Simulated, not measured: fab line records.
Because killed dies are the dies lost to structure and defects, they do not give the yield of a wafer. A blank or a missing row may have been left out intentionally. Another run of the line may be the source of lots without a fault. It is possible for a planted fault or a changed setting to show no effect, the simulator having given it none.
fab line records | flow sky130
[record] lots = 6 wafers = 18 lastDay = 49
route steps=708 shown VIA3@585 METAL4@598 PAD_OPEN@708
lots that met no fault: from a run of the same line without faults
startH: start of the lot's first displayed wafer, in hours after the record's first day | waitH: hours elapsed since this lot's preceding step | " same as the row above | L1.1+2: a single row standing in for several wafers | - no value present, or no start provided | * or withheld: withheld | < > ~ a bound
route shown NAME@n: names a module that has steps shown in the file, with the first one's number in the route | usual: mean/standard deviation of fault-free wafers | same: alike in all rows | chamber/n: place in a boat | sites: per-site readings | _std_site: the values' standard deviation | _edge_site: inner sites' mean taken away from outer sites' mean | radiusMm: how far each site lies from the wafer's centre | mask NAME#n: copy n | behind: tool/chamber where the wafer was last shaped | hold: cause of the lot's hold/its duration in hours/its outcome | device: which transistor (n, p or np) failed to switch | end of line: tests of these same wafers at the route's end | where a step has no rows: the recipe by itself | killed: the dies lost at the first sort to structure and to defects; this is not the yield of the wafer | map: a wafer's dies, marking killed ones x, the rest . and places with no die _
set.NAME: the setting the step ran with; set.NAME@STEP: the setting that earlier step ran with | model.NAME: the simulator's own value behind a step, which no gauge read
lots seen at some steps along the route; tables by step, rows by wafer
services: the hour from which a tool's chamber was out of use, counted from the record's first day as startH (under 0 if before that day), plus the number of hours and why
[[steps]]
[step SKY_VIA3_CD_MEAS_12]
[recipe] targetCdNm = 200
[usual] cdNm = 200.0/1.4
// columns lot.wafer tool chamber startH waitH cdNm
L846.1 cdSem-01 - 951.76 - 199.4
L846.4 " - " " 198.6
L846.6 " - " " 199.0
L847.2 cdSem-01 - 955.85 - 201.8
L847.3 " - " " 203.7
L847.6 " - " " 203.1
L857.3 cdSem-02 - 1021.12 - 198.9
L857.5 " - " " 199.0
L857.6 " - " " 197.6
L858.1 cdSem-02 - 1031.31 - 201.6
L858.4 " - " " 199.6
L858.5 " - " " 199.8
L859.1 cdSem-01 - 1042.63 - 197.7
L859.2 " - " " 198.4
L859.3 " - " " 199.3
L860.3 cdSem-01 - 1051.27 - 199.0
L860.4 " - " " 200.3
L860.6 " - " " 199.6
[step SKY_VIA3_OVL_MEAS_13]
[usual] VIA3_OVL = -1/6
// columns lot.wafer tool chamber startH waitH VIA3_OVL[nm]
L846.1 overlay-02 - 951.88 0.1 -5
L846.4 " - " " -4
L846.6 " - " " -3
L847.2 overlay-02 - 955.96 0.1 4
L847.3 " - " " 4
L847.6 " - " " -2
L857.3 overlay-01 - 1021.21 0.1 5
L857.5 " - " " 3
L857.6 " - " " 2
L858.1 overlay-02 - 1031.43 0.1 -8
L858.4 " - " " -4
L858.5 " - " " -3
L859.1 overlay-02 - 1042.75 0.1 -9
L859.2 " - " " 0
L859.3 " - " " -6
L860.3 overlay-01 - 1051.36 0.1 -1
L860.4 " - " " 4
L860.6 " - " " 0
[step SKY_VIA3_ETCH_14]
[recipe] chemistry = N2/H2 target = BARC ionEnergyEv = 200 sourceW = 500 biasW = 100 pressureMtorr = 30 n2FlowSccm = 100 h2FlowSccm = 200 stopOn = SiO2 timeS = 45.9 targetDepthA = 600
[usual] drypumpMotorCurrentA = 5.6/0.51 n2FlowSccm = 99.99/0.27 oesProductAu = 0.855/0.0047 throttleValvePct = 13.225/0.0087
// columns lot.wafer tool chamber startH waitH drypumpMotorCurrentA n2FlowSccm oesProductAu rfHoursCounterH throttleValvePct
L846.1 rieDiel-02 0 951.92 0.0 6.7 99.88 0.855 17.9 13.239
L846.4 " 1 " " 6.0 99.71 0.857 14.8 13.228
L846.6 " 3 " " 5.1 99.95 0.849 - 13.216
L847.2 rieDiel-04 0 955.99 0.0 5.0 99.82 0.850 15.7 13.220
L847.3 " 1 " " 5.7 99.98 0.852 17.5 13.228
L847.6 " 3 " " 5.9 99.69 0.861 - 13.212
L857.3 rieDiel-01 0 1021.24 0.0 6.1 100.51 0.850 16.0 13.234
L857.5 " 2 " " 6.0 100.01 0.854 - 13.224
L857.6 " 0 " " 6.1 100.23 0.856 - 13.231
L858.1 rieDiel-02 0 1031.47 0.0 6.7 99.88 0.862 20.4 13.203
L858.4 " 3 " " 5.1 99.93 0.862 16.7 13.224
L858.5 " 1 " " 6.0 99.96 0.857 - 13.215
L859.1 rieDiel-04 3 1042.79 0.0 5.9 99.63 0.856 19.6 13.230
L859.2 " 1 " " 5.7 100.93 0.851 19.2 13.216
L859.3 " 0 " " 4.9 100.25 0.853 18.4 13.225
L860.3 rieDiel-04 2 1051.39 0.0 6.0 99.75 0.851 16.9 13.238
L860.4 " 3 " " 5.9 99.91 0.848 20.1 13.212
L860.6 " 1 " " 5.7 100.04 0.857 - 13.228
[step SKY_VIA3_ETCH_15]
[recipe] target = SiO2 chemistry = C4F8/O2/Ar targetDepthNm = 507 stopOn = TiN maskMaterial = KrF-thick sourceW = 1500 biasW = 1200 pressureMtorr = 40 c4f8FlowSccm = withheld O2_flow_sccm = 6 Ar_flow_sccm = 300 timeS = 78
[usual] oesProductAu = 0.946/0.005
// columns lot.wafer tool chamber startH waitH oesProductAu rfHoursCounterH
L846.1 rieDiel-02 0 951.96 0.0 0.942 17.9
L846.4 " 1 " " 0.942 14.8
L846.6 " 3 " " 0.951 -
L847.2 rieDiel-04 0 956.03 0.0 0.937 15.8
L847.3 " 1 " " 0.949 17.5
L847.6 " 3 " " 0.934 -
L857.3 rieDiel-01 0 1021.28 0.0 0.938 16.0
L857.5 " 2 " " 0.945 -
L857.6 " 0 " " 0.943 -
L858.1 rieDiel-02 0 1031.51 0.0 0.945 20.4
L858.4 " 3 " " 0.952 16.7
L858.5 " 1 " " 0.947 -
L859.1 rieDiel-04 3 1042.83 0.0 0.943 19.6
L859.2 " 1 " " 0.935 19.3
L859.3 " 0 " " 0.943 18.4
L860.3 rieDiel-04 2 1051.43 0.0 0.946 17.0
L860.4 " 3 " " 0.951 20.1
L860.6 " 1 " " 0.949 -
[step SKY_VIA3_STRIP_16]
[recipe] chemistry = O2/N2 powerW = 1400 pressureMtorr = 1500 platenTempC = withheld o2FlowSccm = 3000 n2FlowSccm = 300 overashFraction = 0.5
[step SKY_VIA3_STRIP_17]
[recipe] chemistry = postEtchResidueRemover timeS = 1200 tempC = 72.5
[step SKY_VIA3_CLEAN_18]
[recipe] chemistry = IPA timeS = 180 tempC = 25
[step SKY_VIA3_CLEAN_19]
[recipe] chemistry = O3/DIW dry = n2Spin
[step SKY_VIA3_SPUTTER_20]
[recipe] material = TiN targetThkNm = 20 chamberPressurePa = 5 powerW = 4000 timeS = 80
[usual] throttleValvePct = 30.0/1.2
// columns lot.wafer tool chamber startH waitH throttleValvePct
L846.1 pvdSputter-02 - 952.61 0.0 29.5
L846.4 " - " " 31.0
L846.6 " - " " 29.8
L847.2 pvdSputter-04 - 956.68 0.0 28.0
L847.3 " - " " 31.9
L847.6 " - " " 28.2
L857.3 pvdSputter-02 - 1021.93 0.0 29.8
L857.5 " - " " 29.7
L857.6 " - " " 31.0
L858.1 pvdSputter-04 - 1032.16 0.0 28.0
L858.4 " - " " 30.9
L858.5 " - " " 28.5
L859.1 pvdSputter-03 - 1043.49 0.0 30.3
L859.2 " - " " 29.4
L859.3 " - " " 30.4
L860.3 pvdSputter-03 - 1052.08 0.0 29.1
L860.4 " - " " 30.2
L860.6 " - " " 30.6
[step SKY_VIA3_CVD_21]
[recipe] material = W targetThkNm = 390 timeS = 117.31 tempC = 400 pressureTorr = 40
[usual] heaterPowerW = 792/15
// columns lot.wafer tool chamber startH waitH heaterPowerW
L846.1 cvdW-02 1 952.67 0.0 802
L846.4 " 0 " " 767
L846.6 " 0 " " 777
L847.2 cvdW-01 0 956.75 0.0 796
L847.3 " 0 " " 789
L847.6 " 1 " " 806
L857.3 cvdW-01 1 1022.03 0.1 802
L857.5 " 1 " " 789
L857.6 " 0 " " 804
L858.1 cvdW-02 1 1032.22 0.0 773
L858.4 " 0 " " 760
L858.5 " 1 " " 797
L859.1 cvdW-02 1 1043.55 0.0 800
L859.2 " 0 " " 762
L859.3 " 0 " " 788
L860.3 cvdW-01 0 1052.18 0.1 798
L860.4 " 1 " " 821
L860.6 " 0 " " 782
[step SKY_VIA3_RS_MEAS_22]
[recipe] thkMeasGauge = four-point-probe reads = W_of_VIA3_CVD_21+TiN_of_VIA3_SPUTTER_20
[usual] VIA3_W_RS = 0.296/0.0038
// columns lot.wafer tool chamber startH waitH VIA3_W_RS[ohm/sq]
L846.1 filmMetro-03 - 952.79 0.1 0.292
L846.4 " - " " 0.297
L846.6 " - " " 0.295
L847.2 filmMetro-01 - 956.89 0.1 0.304
L847.3 " - " " 0.300
L847.6 " - " " 0.293
L857.3 filmMetro-04 - 1022.15 0.1 0.290
L857.5 " - " " 0.289
L857.6 " - " " 0.303
L858.1 filmMetro-03 - 1032.34 0.1 0.292
L858.4 " - " " 0.299
L858.5 " - " " 0.296
L859.1 filmMetro-04 - 1043.67 0.1 0.292
L859.2 " - " " 0.294
L859.3 " - " " 0.295
L860.3 filmMetro-04 - 1052.30 0.1 0.296
L860.4 " - " " 0.290
L860.6 " - " " 0.296
[step SKY_VIA3_THK_MEAS_23]
[recipe] thkMeasGauge = xrf reads = W_of_VIA3_CVD_21
[usual] VIA3_W_THK = 388/5.8
// columns lot.wafer tool chamber startH waitH VIA3_W_THK[nm]
L846.1 filmMetro-03 - 952.91 0.1 385
L846.4 " - " " 377
L846.6 " - " " 381
L847.2 filmMetro-01 - 957.00 0.1 378
L847.3 " - " " 384
L847.6 " - " " 391
L857.3 filmMetro-04 - 1022.25 0.1 397
L857.5 " - " " 400
L857.6 " - " " 382
L858.1 filmMetro-03 - 1032.46 0.1 391
L858.4 " - " " 380
L858.5 " - " " 388
L859.1 filmMetro-04 - 1043.79 0.1 394
L859.2 " - " " 392
L859.3 " - " " 392
L860.3 filmMetro-04 - 1052.40 0.1 387
L860.4 " - " " 398
L860.6 " - " " 389
[step SKY_VIA3_CMP_24]
[recipe] stopOn = SiO2 tOverpolishS = 20 downForcePsi = 3.5 platenRpm = 60 targetThkNm = 0 padVelocityMS = 0.94248
[usual] motorCurrentA = 11.3/0.98 overpolishRunS = 20.000/0.0096 retainingRingPressureFrac = 0.999/0.005 tOverpolishS = 20/0 timeToEndpointS = 94/5.1
// columns lot.wafer tool chamber startH waitH motorCurrentA overpolishRunS retainingRingPressureFrac tOverpolishS timeToEndpointS
L846.4 cmp-01 1 953.02 0.1 12.8 19.994 1.003 20 97
L846.1 " 3 " " 12.3 20.000 1.000 20 88
L846.6 " 0 " " 10.8 20.011 0.996 20 96
L847.2 cmp-02 2 957.05 0.0 11.4 19.999 0.999 20 94
L847.3 " 3 " " 11.3 20.006 0.997 20 100
L847.6 " 2 " " 11.4 19.995 1.008 20 95
L857.3 cmp-01 1 1022.34 0.1 12.0 18.053 0.993 18.062 99
L857.5 " 0 " " 11.2 18.051 1.003 18.062 93
L857.6 " 1 " " 13.2 18.063 0.998 18.062 97
L858.1 cmp-01 2 1032.52 0.1 10.5 18.074 1.008 18.062 93
L858.4 " 1 " " 12.6 18.076 1.006 18.062 95
L858.5 " 2 " " 10.6 18.034 1.003 18.062 92
L859.2 cmp-02 0 1043.85 0.0 10.0 20.002 1.000 20 92
L859.1 " 2 " " 12.0 20.008 1.004 20 100
L859.3 " 3 " " 10.8 19.992 0.998 20 102
L860.3 cmp-02 1 1052.44 0.0 10.3 19.997 1.000 20 96
L860.4 " 0 " " 9.9 19.987 1.001 20 98
L860.6 " 2 " " 12.1 19.978 1.000 20 100
[step SKY_METAL4_SPUTTER_00]
[recipe] material = Ti targetThkNm = 15 powerW = 3000 timeS = 10 chamberPressurePa = 0.4
[usual] throttleValvePct = 29.9/1.4
// columns lot.wafer tool chamber startH waitH throttleValvePct
L846.1 pvdSputter-04 - 953.27 0.1 31.6
L846.4 " - " " 30.9
L846.6 " - " " 31.8
L847.2 pvdSputter-01 - 957.35 0.2 31.3
L847.3 " - " " 30.3
L847.6 " - " " 31.6
L857.3 pvdSputter-04 - 1022.59 0.2 28.2
L857.5 " - " " 27.9
L857.6 " - " " 32.0
L858.1 pvdSputter-04 - 1032.82 0.2 28.2
L858.4 " - " " 31.6
L858.5 " - " " 27.9
L859.1 pvdSputter-02 - 1044.15 0.1 29.8
L859.2 " - " " 31.0
L859.3 " - " " 29.7
L860.3 pvdSputter-04 - 1052.74 0.2 28.5
L860.4 " - " " 30.7
L860.6 " - " " 30.5
[step SKY_PAD_OPEN_PROBE_99]
[usual] defectLimitedYield = 82.7/1.8 killed_at_M0_to_M3 = 42/7.5 killed_at_M4_up = 3.2/1.7 killedAtContacts = 24/5.1 killedAtFrontEnd = 15/4.1 killedAtOther = 0.3/0.58 killedDies = 85/8.9 killedOpen = 46/6.4 killedShort = 39/6 sort_bin_3_pad_short = 0.9/0.4 sort_bin_5_function = 10.1/1.6 sort_bin_6_memory = 6.3/1 sortNPass = 407/9 sortYieldPct = 82.7/1.8
[same] grossDies = 492 killedAtBackSide = 0 sort_bin_4_leakage[%] = 0 sort_bin_8_speed[%] = 0
// columns lot.wafer tool chamber startH waitH defectLimitedYield[%] killed_at_M0_to_M3 killed_at_M4_up killedAtContacts killedAtFrontEnd killedAtOther killedDies killedOpen killedShort sort_bin_3_pad_short[%] sort_bin_5_function[%] sort_bin_6_memory[%] sortNPass sortYieldPct[%]
L846.1 prober-01 - 1094.35 0.1 83.7 38 5 22 15 0 80 47 33 0.4 11.4 4.5 412 83.7
L846.4 prober-01 - 1094.50 0.2 81.9 49 1 23 16 0 89 45 43 1.8 10.4 5.9 403 81.9
L846.6 prober-01 - 1094.60 0.2 80.7 56 4 19 16 0 95 58 37 0.8 12.2 6.3 397 80.7
L847.2 prober-02 - 1098.42 0.1 81.1 40 7 32 13 1 93 54 39 0.8 10.8 7.3 399 81.1
L847.3 prober-02 - 1098.47 0.2 83.1 43 3 20 16 1 83 44 37 1.2 9.1 6.5 409 83.1
L847.6 prober-02 - 1098.62 0.2 82.7 41 4 27 12 1 85 42 42 0.6 9.3 7.3 407 82.7
L857.3 prober-02 - 1154.11 0.2 81.9 56 4 16 12 1 89 54 35 1.2 10.2 6.7 403 81.9
L857.5 prober-02 - 1154.21 0.2 81.5 47 8 22 13 1 91 51 39 1.4 10.2 6.9 401 81.5
L857.6 prober-02 - 1154.26 0.2 83.5 45 3 20 13 0 81 51 30 0.4 9.1 6.9 411 83.5
L858.1 prober-01 - 1161.35 0.1 81.1 53 2 23 15 0 93 54 39 0.8 10.6 7.5 399 81.1
L858.4 prober-01 - 1161.50 0.2 81.3 42 5 27 18 0 92 43 49 0.8 11.4 6.5 400 81.3
L858.5 prober-01 - 1161.55 0.2 81.9 53 4 20 11 1 89 52 37 0.6 9.1 8.3 403 81.9
L859.1 prober-02 - 1171.85 0.1 80.7 51 2 23 19 0 95 48 47 0.8 12.2 6.3 397 80.7
L859.2 prober-02 - 1171.90 0.1 79.5 52 1 32 16 0 101 51 50 1.2 13.4 5.9 391 79.5
L859.3 prober-02 - 1171.95 0.2 84.1 43 2 14 19 0 78 35 43 0.8 8.5 6.5 414 84.1
L860.3 prober-02 - 1177.09 0.2 85.4 36 2 16 17 1 72 38 33 1.2 7.7 5.7 420 85.4
L860.4 prober-02 - 1177.14 0.2 82.9 41 3 26 14 0 84 45 39 1.0 10.0 6.1 408 82.9
L860.6 prober-02 - 1177.24 0.2 84.1 32 1 26 19 0 78 39 39 0.4 10.0 5.5 414 84.1
// killed by level:class
L846.1 CONTACT:geometricParticle:open=12 METAL1:geometricParticle:short=8 VIA1:geometricParticle:open=7 FIELD_ISO:geometricParticle:open=6 VIA1:geometricParticle:short=5 VIA3:geometricParticle:open=5 LI_CONTACT:geometricParticle:open=4 POLY_GATE:geometricParticle:short=3
L846.4 VIA1:geometricParticle:open=15 VIA1:geometricParticle:short=10 METAL1:geometricParticle:short=8 CONTACT:geometricParticle:open=7 LI_CONTACT:geometricParticle:open=7 VIA2:geometricParticle:open=5 FIELD_ISO:geometricParticle:short=4 POLY_GATE:geometricParticle:short=4
L846.6 VIA1:geometricParticle:open=18 VIA3:geometricParticle:open=8 CONTACT:geometricParticle:open=7 VIA2:geometricParticle:open=7 METAL2:geometricParticle:short=6 CONTACT:geometricParticle:short=5 METAL1:geometricParticle:short=5 FIELD_ISO:geometricParticle:short=4
L847.2 LI_CONTACT:geometricParticle:open=12 CONTACT:geometricParticle:open=9 VIA1:geometricParticle:open=8 FIELD_ISO:geometricParticle:open=6 LI_CONTACT:geometricParticle:short=6 VIA3:geometricParticle:open=6 METAL2:geometricParticle:short=5 VIA2:geometricParticle:open=5
L847.3 VIA1:geometricParticle:open=11 POLY_GATE:geometricParticle:open=6 LI_CONTACT:geometricParticle:open=6 METAL1:geometricParticle:short=6 METAL2:geometricParticle:short=6 VIA2:geometricParticle:open=6 CONTACT:geometricParticle:short=5 VIA3:geometricParticle:open=4
L847.6 VIA1:geometricParticle:open=13 CONTACT:geometricParticle:open=7 LI_CONTACT:geometricParticle:open=6 METAL1:geometricParticle:short=6 LI_CONTACT:geometricParticle:short=5 VIA1:geometricParticle:short=5 FIELD_ISO:geometricParticle:open=4 CONTACT:geometricParticle:short=4
L857.3 VIA3:geometricParticle:open=12 VIA2:geometricParticle:open=10 VIA1:geometricParticle:open=8 CONTACT:geometricParticle:open=8 VIA1:geometricParticle:short=7 METAL2:geometricParticle:short=7 METAL1:geometricParticle:short=5 FIELD_ISO:geometricParticle:short=3
L857.5 VIA1:geometricParticle:open=13 CONTACT:geometricParticle:open=8 VIA2:geometricParticle:open=8 METAL2:geometricParticle:short=7 LI_CONTACT:geometricParticle:open=6 METAL1:geometricParticle:short=5 VIA1:geometricParticle:short=5 FIELD_ISO:geometricParticle:short=4
L857.6 VIA1:geometricParticle:open=16 CONTACT:geometricParticle:open=8 VIA3:geometricParticle:open=6 VIA2:geometricParticle:open=5 FIELD_ISO:geometricParticle:open=4 LI_CONTACT:geometricParticle:short=4 METAL2:geometricParticle:short=4 POLY_GATE:geometricParticle:short=3
L858.1 VIA1:geometricParticle:open=14 VIA3:geometricParticle:open=8 METAL2:geometricParticle:short=8 CONTACT:geometricParticle:open=8 VIA1:geometricParticle:short=8 VIA2:geometricParticle:open=7 FIELD_ISO:geometricParticle:open=5 LI_CONTACT:geometricParticle:open=5
L858.4 CONTACT:geometricParticle:open=10 VIA1:geometricParticle:open=10 VIA1:geometricParticle:short=7 LI_CONTACT:geometricParticle:open=6 VIA3:geometricParticle:short=6 LOCAL_INTERCONNECT:geometricParticle:short=5 METAL1:geometricParticle:short=5 VIA2:geometricParticle:open=5
L858.5 VIA1:geometricParticle:open=15 CONTACT:geometricParticle:open=9 VIA2:geometricParticle:open=8 VIA3:geometricParticle:open=7 VIA1:geometricParticle:short=6 METAL2:geometricParticle:short=5 VIA2:geometricParticle:short=4 METAL4:geometricParticle:short=4
L859.1 VIA1:geometricParticle:open=10 METAL2:geometricParticle:short=9 POLY_GATE:geometricParticle:open=8 CONTACT:geometricParticle:short=7 CONTACT:geometricParticle:open=7 VIA2:geometricParticle:open=7 POLY_GATE:geometricParticle:short=6 METAL1:geometricParticle:short=6
L859.2 VIA1:geometricParticle:open=13 METAL2:geometricParticle:short=10 LI_CONTACT:geometricParticle:open=9 CONTACT:geometricParticle:open=9 CONTACT:geometricParticle:short=8 POLY_GATE:geometricParticle:open=6 METAL1:geometricParticle:short=6 VIA2:geometricParticle:open=6
L859.3 METAL1:geometricParticle:short=9 VIA1:geometricParticle:open=8 VIA2:geometricParticle:open=6 FIELD_ISO:geometricParticle:open=5 POLY_GATE:geometricParticle:short=5 METAL2:geometricParticle:short=5 VIA3:geometricParticle:open=5 CONTACT:geometricParticle:short=4
L860.3 VIA1:geometricParticle:open=9 VIA3:geometricParticle:open=7 POLY_GATE:geometricParticle:open=6 CONTACT:geometricParticle:short=6 FIELD_ISO:geometricParticle:short=4 LI_CONTACT:geometricParticle:open=4 VIA2:geometricParticle:open=4 VIA3:geometricParticle:short=4
L860.4 VIA3:geometricParticle:open=8 CONTACT:geometricParticle:open=8 VIA1:geometricParticle:open=8 VIA2:geometricParticle:open=8 METAL2:geometricParticle:short=7 FIELD_ISO:geometricParticle:short=5 LI_CONTACT:geometricParticle:open=5 CONTACT:geometricParticle:short=5
L860.6 POLY_GATE:geometricParticle:open=12 CONTACT:geometricParticle:short=9 METAL1:geometricParticle:short=8 CONTACT:geometricParticle:open=7 LI_CONTACT:geometricParticle:open=5 METAL2:geometricParticle:short=5 VIA2:geometricParticle:open=5 FIELD_ISO:geometricParticle:short=4
[[services]]
// columns tool chamber startH hours kind
cvdW-02 - 938.36 1.0 repair
rieDiel-04 - 946.10 0.1 repair
cvdW-01 - 946.31 0.5 repair
cvdW-01 - 948.87 4.1 repair
pvdSputter-03 - 949.14 14.9 repair
rieDiel-01 3 970.43 101.3 repair
rieDiel-04 - 974.50 15.6 pm
rieDiel-01 - 983.36 0.3 repair
pvdSputter-01 - 984.22 1.3 repair
cmp-02 - 992.13 5.5 pm
rieDiel-01 1 992.21 14.2 repair
rieDiel-01 2 996.24 2.9 repair
rieDiel-02 3 996.52 7.4 repair
cmp-01 - 997.82 5.7 pm
rieDiel-04 - 1002.56 13.0 repair
cmp-01 - 1004.98 3.1 repair
rieDiel-04 1 1005.27 23.5 repair
rieDiel-02 0 1005.39 8.9 repair
cvdW-01 1 1006.50 4.3 repair
rieDiel-04 2 1008.66 34.8 repair
cmp-02 - 1008.91 5.3 repair
rieDiel-01 0 1038.21 2.9 repair
[[key]]
[firstSign] step = SKY_VIA3_CMP_24 reading = tOverpolishS direction = down sigmas = 99+ usual = 20 struck = 18.062
[effect] step = SKY_VIA3_CMP_24 reading = overpolishRunS direction = down sigmas = 99+ usual = 20.000 struck = 18.059
metAt SKY_VIA3_CMP_24
struckWafers L857.3,L857.5,L857.6,L858.1,L858.4,L858.5
onsetBetween 953.02 1022.34
[fault] kind = processParameterDrift tool = cmp-01 chamber = - onsetH = 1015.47 steps = SKY_VIA3_CMP_24 channel = tOverpolishS offset = -1.9381 shape = step endH = 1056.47 actsIn = theseRecipesOnly stated = 20
